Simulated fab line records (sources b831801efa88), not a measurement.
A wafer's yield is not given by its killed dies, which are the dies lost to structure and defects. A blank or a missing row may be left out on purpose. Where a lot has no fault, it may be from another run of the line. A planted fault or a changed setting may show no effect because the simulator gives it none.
Which of the tools did it? :: flow sky130 :: 15 lots, 45 wafers sampled, at 4 steps of a route of 708

WHAT EACH GAUGE READ, for each wafer
SKY_VIA4_THK_MEAS_20: measures by xrf. Usual: VIA4_W_THK typically reads 516 nm, with standard deviation 5.5.
lot: L932
measured: day 43 06:17
on: filmMetro-03
VIA4_W_THK (nm): 514 513 517
flag: 

lot: L933
measured: day 43 06:35
on: filmMetro-02
VIA4_W_THK (nm): 516 511 515
flag: 

lot: L934
measured: day 43 19:59
on: filmMetro-04
VIA4_W_THK (nm): 515 515 512
flag: 

lot: L938
measured: day 45 00:57
on: filmMetro-02
VIA4_W_THK (nm): 516 521 518
flag: 

lot: L940
measured: day 45 10:23
on: filmMetro-02
VIA4_W_THK (nm): 523 515 517
flag: 

lot: L941
measured: day 45 22:29
on: filmMetro-03
VIA4_W_THK (nm): 513 518 514
flag: 

lot: L943
measured: day 46 04:47
on: filmMetro-03
VIA4_W_THK (nm): 518 523 521
flag: 

lot: L942
measured: day 46 05:23
on: filmMetro-04
VIA4_W_THK (nm): 514 524 514
flag: 

lot: L944
measured: day 46 13:02
on: filmMetro-04
VIA4_W_THK (nm): 510 512 508
flag: 

lot: L947
measured: day 47 13:58
on: filmMetro-04
VIA4_W_THK (nm): 521 528 516
flag: 

lot: L948
measured: day 47 17:54
on: filmMetro-03
VIA4_W_THK (nm): 520 517 515
flag: 

lot: L950
measured: day 47 20:20
on: filmMetro-02
VIA4_W_THK (nm): 516 522 520
flag: 

lot: L952
measured: day 48 01:21
on: filmMetro-02
VIA4_W_THK (nm): 520 519 518
flag: 

lot: L954
measured: day 49 04:49
on: filmMetro-03
VIA4_W_THK (nm): 525 524 516
flag: 

lot: L953
measured: day 50 00:28
on: filmMetro-04
VIA4_W_THK (nm): 505 505 505
flag: 

SKY_PAD_OPEN_BOW_MEAS_13. Usual: PAD_OPEN_BOW typically reads 42 um, with standard deviation 9.7.
lot: L932
measured: day 46 03:13
on: filmMetro-01
PAD_OPEN_BOW (um): 53 58 43
flag: 

lot: L933
measured: day 46 03:43
on: filmMetro-02
PAD_OPEN_BOW (um): 35 35 57
flag: 

lot: L934
measured: day 46 15:16
on: filmMetro-03
PAD_OPEN_BOW (um): 55 32 29
flag: 

lot: L938
measured: day 47 13:49
on: filmMetro-03
PAD_OPEN_BOW (um): 24 32 26
flag: 

lot: L940
measured: day 47 22:50
on: filmMetro-01
PAD_OPEN_BOW (um): 34 40 47
flag: 

lot: L941
measured: day 48 08:31
on: filmMetro-01
PAD_OPEN_BOW (um): 55 53 51
flag: 

lot: L943
measured: day 48 22:25
on: filmMetro-02
PAD_OPEN_BOW (um): 41 48 44
flag: 

lot: L942
measured: day 48 23:37
on: filmMetro-02
PAD_OPEN_BOW (um): 24 33 31
flag: 

lot: L944
measured: day 49 06:00
on: filmMetro-02
PAD_OPEN_BOW (um): 35 41 31
flag: 

lot: L947
measured: day 50 00:26
on: filmMetro-02
PAD_OPEN_BOW (um): 57 48 58
flag: 

lot: L948
measured: day 50 03:44
on: filmMetro-03
PAD_OPEN_BOW (um): 27 26 22
flag: 

lot: L950
measured: day 50 06:57
on: filmMetro-02
PAD_OPEN_BOW (um): 38 40 46
flag: 

lot: L952
measured: day 50 10:53
on: filmMetro-03
PAD_OPEN_BOW (um): 51 43 44
flag: 

lot: L954
measured: day 51 07:50
on: filmMetro-03
PAD_OPEN_BOW (um): 38 40 57
flag: 

lot: L953
measured: day 52 01:37
on: filmMetro-03
PAD_OPEN_BOW (um): 29 47 46
flag: 

TOOL THAT RAN EACH LOT (tool first, then ch and the chambers of the sampled wafers, then the start)
lot: L932
SKY_METAL5_STRIP_16: plasmaAsher-02 ch 0,1, day 44 05:50
SKY_PAD_OPEN_ETCH_07: rieDiel-04 ch 1,2,3, day 46 01:01

lot: L933
SKY_METAL5_STRIP_16: plasmaAsher-03 ch 0,1, day 44 06:27
SKY_PAD_OPEN_ETCH_07: rieDiel-03 ch 0,2,3, day 46 01:31

lot: L934
SKY_METAL5_STRIP_16: plasmaAsher-02 ch 0,1, day 44 19:08
SKY_PAD_OPEN_ETCH_07: rieDiel-01 ch 0,2,3, day 46 12:59

lot: L938
SKY_METAL5_STRIP_16: plasmaAsher-03 ch 0,1, day 45 22:26
SKY_PAD_OPEN_ETCH_07: rieDiel-03 ch 0,1, day 47 11:32

lot: L940
SKY_METAL5_STRIP_16: plasmaAsher-03 ch 0,1, day 46 08:10
SKY_PAD_OPEN_ETCH_07: rieDiel-01 ch 0,3, day 47 20:37

lot: L941
SKY_METAL5_STRIP_16: plasmaAsher-03 ch 1, day 46 16:35
SKY_PAD_OPEN_ETCH_07: rieDiel-04 ch 0,1,3, day 48 06:19

lot: L943
SKY_METAL5_STRIP_16: plasmaAsher-03 ch 0,1, day 47 05:30
SKY_PAD_OPEN_ETCH_07: rieDiel-03 ch 1,3, day 48 20:13

lot: L942
SKY_METAL5_STRIP_16: plasmaAsher-02 ch 0,1, day 47 05:59
SKY_PAD_OPEN_ETCH_07: rieDiel-01 ch 0,1, day 48 21:22

lot: L944
SKY_METAL5_STRIP_16: plasmaAsher-01 ch 1, day 47 12:42
SKY_PAD_OPEN_ETCH_07: rieDiel-01 ch 0,3, day 49 03:40

lot: L947
SKY_METAL5_STRIP_16: plasmaAsher-03 ch 0,1, day 48 09:34
SKY_PAD_OPEN_ETCH_07: rieDiel-03 ch 0,1,3, day 49 22:07

lot: L948
SKY_METAL5_STRIP_16: plasmaAsher-01 ch 1, day 48 13:30
SKY_PAD_OPEN_ETCH_07: rieDiel-03 ch 0,2,3, day 50 01:31

lot: L950
SKY_METAL5_STRIP_16: plasmaAsher-02 ch 0,1, day 48 15:00
SKY_PAD_OPEN_ETCH_07: rieDiel-04 ch 0,2, day 50 04:01

lot: L952
SKY_METAL5_STRIP_16: plasmaAsher-01 ch 0,1, day 48 19:42
SKY_PAD_OPEN_ETCH_07: rieDiel-01 ch 0,1, day 50 08:19

lot: L954
SKY_METAL5_STRIP_16: plasmaAsher-03 ch 0,1, day 49 22:41
SKY_PAD_OPEN_ETCH_07: rieDiel-04 ch 1,2,3, day 51 05:38

lot: L953
SKY_METAL5_STRIP_16: plasmaAsher-02 ch 0,1, day 50 16:47
SKY_PAD_OPEN_ETCH_07: rieDiel-01 ch 0,1,3, day 51 23:25
- SKY_METAL5_STRIP_16: strips in O2/N2.
- SKY_PAD_OPEN_ETCH_07: etches the open film in CF4/O2, stops on AlCu, target depth 725 nm, time 161.1 s.

AS READ BY THE TOOLS THEMSELVES (means over the sampled wafers that have a number; for cases with no such wafer, the mark the record gives instead)
SKY_METAL5_STRIP_16. Usual: drypumpMotorCurrentA 6.0 A, standard deviation 0.4; oesProductAu 0.719 a.u., standard deviation 0.0044; stripTimeToEndpointS 12.79 s, standard deviation 0.066.
lot: L932
tool: plasmaAsher-02
drypumpMotorCurrentA (A): 6.2
oesProductAu (a.u.): 0.718
stripTimeToEndpointS (s): 12.75
flag: 

lot: L933
tool: plasmaAsher-03
drypumpMotorCurrentA (A): 6.1
oesProductAu (a.u.): 0.718
stripTimeToEndpointS (s): 12.81
flag: 

lot: L934
tool: plasmaAsher-02
drypumpMotorCurrentA (A): 6.2
oesProductAu (a.u.): 0.718
stripTimeToEndpointS (s): 12.73
flag: 

lot: L938
tool: plasmaAsher-03
drypumpMotorCurrentA (A): 5.8
oesProductAu (a.u.): 0.719
stripTimeToEndpointS (s): 12.81
flag: 

lot: L940
tool: plasmaAsher-03
drypumpMotorCurrentA (A): 6.1
oesProductAu (a.u.): 0.717
stripTimeToEndpointS (s): 12.80
flag: 

lot: L941
tool: plasmaAsher-03
drypumpMotorCurrentA (A): 6.4
oesProductAu (a.u.): 0.717
stripTimeToEndpointS (s): 12.75
flag: 

lot: L943
tool: plasmaAsher-03
drypumpMotorCurrentA (A): 6.1
oesProductAu (a.u.): 0.719
stripTimeToEndpointS (s): 12.92
flag: 

lot: L942
tool: plasmaAsher-02
drypumpMotorCurrentA (A): 6.1
oesProductAu (a.u.): 0.718
stripTimeToEndpointS (s): 12.75
flag: 

lot: L944
tool: plasmaAsher-01
drypumpMotorCurrentA (A): 5.6
oesProductAu (a.u.): 0.722
stripTimeToEndpointS (s): 12.82
flag: 

lot: L947
tool: plasmaAsher-03
drypumpMotorCurrentA (A): 5.7
oesProductAu (a.u.): 0.719
stripTimeToEndpointS (s): 12.82
flag: 

lot: L948
tool: plasmaAsher-01
drypumpMotorCurrentA (A): 5.6
oesProductAu (a.u.): 0.720
stripTimeToEndpointS (s): 12.74
flag: 

lot: L950
tool: plasmaAsher-02
drypumpMotorCurrentA (A): 6.2
oesProductAu (a.u.): 0.719
stripTimeToEndpointS (s): 12.74
flag: 

lot: L952
tool: plasmaAsher-01
drypumpMotorCurrentA (A): 6.1
oesProductAu (a.u.): 0.719
stripTimeToEndpointS (s): 12.77
flag: 

lot: L954
tool: plasmaAsher-03
drypumpMotorCurrentA (A): 5.8
oesProductAu (a.u.): 0.718
stripTimeToEndpointS (s): 12.78
flag: 

lot: L953
tool: plasmaAsher-02
drypumpMotorCurrentA (A): 6.2
oesProductAu (a.u.): 0.720
stripTimeToEndpointS (s): 12.80
flag: 

SKY_PAD_OPEN_ETCH_07. Usual: O2_flow_sccm 9.999 sccm, standard deviation 0.03; biasW 150.0 W, standard deviation 0.4; drypumpMotorCurrentA 5.6 A, standard deviation 0.47; oesProductAu 0.977 a.u., standard deviation 0.0068; throttleValvePct 5.964 %, standard deviation 0.0097.
lot: L932
tool: rieDiel-04
O2_flow_sccm (sccm): 9.981
biasW (W): 149.9
drypumpMotorCurrentA (A): 5.3
oesProductAu (a.u.): 0.980
throttleValvePct (%): 5.970
flag: 

lot: L933
tool: rieDiel-03
O2_flow_sccm (sccm): 10.004
biasW (W): 150.1
drypumpMotorCurrentA (A): 5.4
oesProductAu (a.u.): 0.975
throttleValvePct (%): 5.957
flag: 

lot: L934
tool: rieDiel-01
O2_flow_sccm (sccm): 9.986
biasW (W): 150.1
drypumpMotorCurrentA (A): 5.9
oesProductAu (a.u.): 0.978
throttleValvePct (%): 5.965
flag: 

lot: L938
tool: rieDiel-03
O2_flow_sccm (sccm): 9.988
biasW (W): 149.5
drypumpMotorCurrentA (A): 5.3
oesProductAu (a.u.): 0.983
throttleValvePct (%): 5.966
flag: 

lot: L940
tool: rieDiel-01
O2_flow_sccm (sccm): -
biasW (W): -
drypumpMotorCurrentA (A): -
oesProductAu (a.u.): -
throttleValvePct (%): -
flag: OFF

lot: L941
tool: rieDiel-04
O2_flow_sccm (sccm): -
biasW (W): -
drypumpMotorCurrentA (A): -
oesProductAu (a.u.): -
throttleValvePct (%): -
flag: OFF

lot: L943
tool: rieDiel-03
O2_flow_sccm (sccm): 10.020
biasW (W): 150.0
drypumpMotorCurrentA (A): 5.1
oesProductAu (a.u.): 0.970
throttleValvePct (%): 5.958
flag: 

lot: L942
tool: rieDiel-01
O2_flow_sccm (sccm): -
biasW (W): -
drypumpMotorCurrentA (A): -
oesProductAu (a.u.): -
throttleValvePct (%): -
flag: OFF

lot: L944
tool: rieDiel-01
O2_flow_sccm (sccm): 10.026
biasW (W): 149.7
drypumpMotorCurrentA (A): 5.6
oesProductAu (a.u.): 0.980
throttleValvePct (%): 5.962
flag: 

lot: L947
tool: rieDiel-03
O2_flow_sccm (sccm): 9.985
biasW (W): 149.8
drypumpMotorCurrentA (A): 5.3
oesProductAu (a.u.): 0.980
throttleValvePct (%): 5.961
flag: 

lot: L948
tool: rieDiel-03
O2_flow_sccm (sccm): 9.986
biasW (W): 150.2
drypumpMotorCurrentA (A): 5.4
oesProductAu (a.u.): 0.977
throttleValvePct (%): 5.958
flag: 

lot: L950
tool: rieDiel-04
O2_flow_sccm (sccm): 9.965
biasW (W): 149.8
drypumpMotorCurrentA (A): 5.7
oesProductAu (a.u.): 0.980
throttleValvePct (%): 5.960
flag: 

lot: L952
tool: rieDiel-01
O2_flow_sccm (sccm): 10.019
biasW (W): 149.5
drypumpMotorCurrentA (A): 6.1
oesProductAu (a.u.): 0.982
throttleValvePct (%): 5.966
flag: 

lot: L954
tool: rieDiel-04
O2_flow_sccm (sccm): 10.011
biasW (W): 150.3
drypumpMotorCurrentA (A): 5.3
oesProductAu (a.u.): 0.975
throttleValvePct (%): 5.964
flag: 

lot: L953
tool: rieDiel-01
O2_flow_sccm (sccm): 10.001
biasW (W): 149.8
drypumpMotorCurrentA (A): 5.9
oesProductAu (a.u.): 0.978
throttleValvePct (%): 5.950
flag: 

THE ANSWER, worked out from the rows above alone
Rule: lot off if the mean of its wafers having a number is beyond 3 standard deviations from the usual mean. A lot without any number at a reading at which 4 lots or more have one is off too. The other lots that the step has rows for count as sound. First the gauges in route order, then the tools' own readings, where a lot's mean is used as printed above. The first step at which some lot is off is used, and at that step the reading that is off furthest; a lot without a number counts as furthest.
Off: L940, L941, L942, at SKY_PAD_OPEN_ETCH_07 (O2_flow_sccm). Without a number there: L940, L941, L942.
If a tool, at that step or one of the process steps before it, ran each lot that is off and ran no sound lot following the first of them, it fits. No candidate that was tried fits.

WHAT THE SIMULATOR PUT IN
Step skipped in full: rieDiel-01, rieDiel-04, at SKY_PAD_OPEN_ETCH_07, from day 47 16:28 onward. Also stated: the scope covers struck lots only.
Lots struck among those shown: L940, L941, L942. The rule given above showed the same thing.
